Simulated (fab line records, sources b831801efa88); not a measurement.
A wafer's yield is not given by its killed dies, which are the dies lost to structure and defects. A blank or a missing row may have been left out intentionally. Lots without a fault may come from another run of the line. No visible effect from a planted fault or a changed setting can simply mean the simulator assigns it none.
A struck lot beside a sound one ; flow sky130 ; 18 steps out of a route of 708
Sound: these wafers, L282.1, L282.2, L282.4. Struck: wafers L294.2, L294.6. (L294.5 of the same lot was not struck and is left out.) The cause comes at the end.
At each step with rows: each side's tool, then ch and its chambers, then its first start. Under that, the readings that differ: sound wafers ; struck wafers ; difference of the means ; sigmas: that difference in standard deviations of wafers without a fault.
alike: same words and numbers on both sides, and readings whose means sit less than 2 such deviations apart. not compared: any withheld reading, any reading some wafer has no value for, any bound like >300 that may hide the same value, and any number with overlapping values for which the record gives no deviation.
The two part at a step that has a row with sigmas, a row that says differs or no value, or rows on one side only. When numbers do not overlap yet have no deviation, they are printed without sigmas and do not part them. A reading missing from all wafers of one side parts the sides only when that side holds two or more wafers.

SKY_FIELD_ISO_THK_MEAS_02:
  sound on film metro-03, day 2 03:38; struck on film metro-03, day 4 14:38
  alike: FIELD_ISO_OXIDATION_00_THK
then, 1 step without rows for these wafers: SKY_FIELD_ISO_CVD_03 (deposits Si3N4 from DCS/NH3, target thk 165 nm, time 2830 s).
SKY_FIELD_ISO_THK_MEAS_04:
  sound on film metro-03, day 2 06:13; struck on film metro-01, day 4 16:44
  alike: FIELD_ISO_CVD_03_THK
then, 8 steps without rows for these wafers: SKY_FIELD_ISO_DEHYDRATE_05 (time 60 s); SKY_FIELD_ISO_HMDS_06 (prime time 60 s); SKY_FIELD_ISO_COAT_07 (resist thk 60 nm); SKY_FIELD_ISO_COAT_08 (resist thk 450 nm); SKY_FIELD_ISO_SOFTBAKE_09 (time 90 s); SKY_FIELD_ISO_EXPOSE_10 (exposes mask FOM, target cd 150 nm); SKY_FIELD_ISO_PEB_11; SKY_FIELD_ISO_DEVELOP_12 (develop time 60 s).
SKY_FIELD_ISO_CD_MEAS_13 targets a cd of 150 nm.
  sound on cd sem-01, day 2 21:38; struck on cd sem-01, day 5 10:32
  alike: cd nm
SKY_FIELD_ISO_ETCH_14: etches BARC in N2/H2, stops on SiO2, time 45.9 s, target depth 60 nm.
  sound on rie diel-04 ch 0,2,3, day 2 21:45; struck on rie diel-04 ch 2, day 5 10:38
reading;sound;struck;difference;sigmas
oes product au (a.u.);0.853 0.847 0.854;0.637 0.638;-0.214;-48
run length s (s);74.7 73.9 73.7;110.7 110.8;+36.6;+87
throttle valve pct (%);13.222 13.227 13.244;13.205 13.211;-0.023;-3
model.KrF-thick_of_FIELD_ISO_COAT_08.thk nm (nm);392.9 394.3 391.4;357.3 356.7;-35.9;
model.FIELD_ISO.cd nm (nm);150.7 150.4 150.6;141.8 141.3;-9.0;
  alike: bias w, drypump motor current A
  not compared: rf hours counter h
SKY_FIELD_ISO_ETCH_15: etches the open film in CHF3/O2, stops on Si, target depth 180 nm, time 72 s.
  sound on rie diel-04 ch 0,2,3, day 2 21:47; struck on rie diel-04 ch 2, day 5 10:40
reading;sound;struck;difference;sigmas
bias w (W);200.3 200.7 200.4;199.0 199.2;-1.4;-2
model.KrF-thick_of_FIELD_ISO_COAT_08.thk nm (nm);229.9 235 234.3;198.2 195.7;-36.1;
  alike: drypump motor current A, oes product au, run length s, throttle valve pct
  not compared: rf hours counter h
SKY_FIELD_ISO_STRIP_16: strips in O2/N2.
  sound on plasma asher-02 ch 0,1, day 2 21:51; struck on plasma asher-03 ch 0, day 5 10:43
reading;sound;struck;difference;sigmas
oes product au (a.u.);0.370 0.378 0.382;0.361 0.353;-0.020;-4
strip time to endpoint s (s);3.47 3.54 3.52;3.15 3.12;-0.38;-8
  alike: drypump motor current A
  not compared: rf hours counter h
SKY_FIELD_ISO_ETCH_17: etches Si in HBr/Cl2/O2, target depth 342 nm, time 101.3 s.
  sound on rie si-02 ch 0,1,3, day 2 21:57; struck on rie si-01 ch 2,3, day 5 10:49
reading;sound;struck;difference;sigmas
model.FIELD_ISO.cd nm (nm);149.5 152.6 149.6;144.3 144.8;-6.0;
  alike: drypump motor current A, oes product au, throttle valve pct
  not compared: rf hours counter h, run length s
then, 1 step without rows for these wafers: SKY_FIELD_ISO_WET_ETCH_18 (etches Si3N4 in H3PO4, target depth 25 nm, time 286 s).
-- here the record skips 44 days between the struck wafers' starts before and after, leaving off in module FIELD_ISO and picking up in module PAD_OPEN (first step shown: number 708 of the route) --
SKY_PAD_OPEN_PROBE_99:
  sound on prober-01, day 46 15:58; struck on prober-01, day 49 11:26
reading;sound;struck;difference;sigmas
model.etest.res pdiff.line ohm um;1335 1317 1345;1413 1414;+81;
model.etest.res ndiff.line ohm um;768.5 756 765.3;775.9 771.5;+10.4;
model.etest.res ndiff.width nm (nm);156.2 159.9 156.1;152 152.3;-5;
model.etest.res pdiff.width nm (nm);143.3 146.6 144.5;137.9 138.7;-6.5;
  alike: killed_at_M0_to_M3, killed_at_M4_up, killed at contacts, killed at front end, killed at other, killed dies, killed open, killed short

WHERE THEY PART
At SKY_FIELD_ISO_ETCH_14 first; at SKY_FIELD_ISO_STRIP_16 last (within this record only). Later steps at which nothing parts them and some readings are alike: SKY_FIELD_ISO_ETCH_17, SKY_PAD_OPEN_PROBE_99.

WHY: whatever the simulator had introduced
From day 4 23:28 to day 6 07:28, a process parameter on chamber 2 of rie diel-04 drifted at SKY_FIELD_ISO_ETCH_14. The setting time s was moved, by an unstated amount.
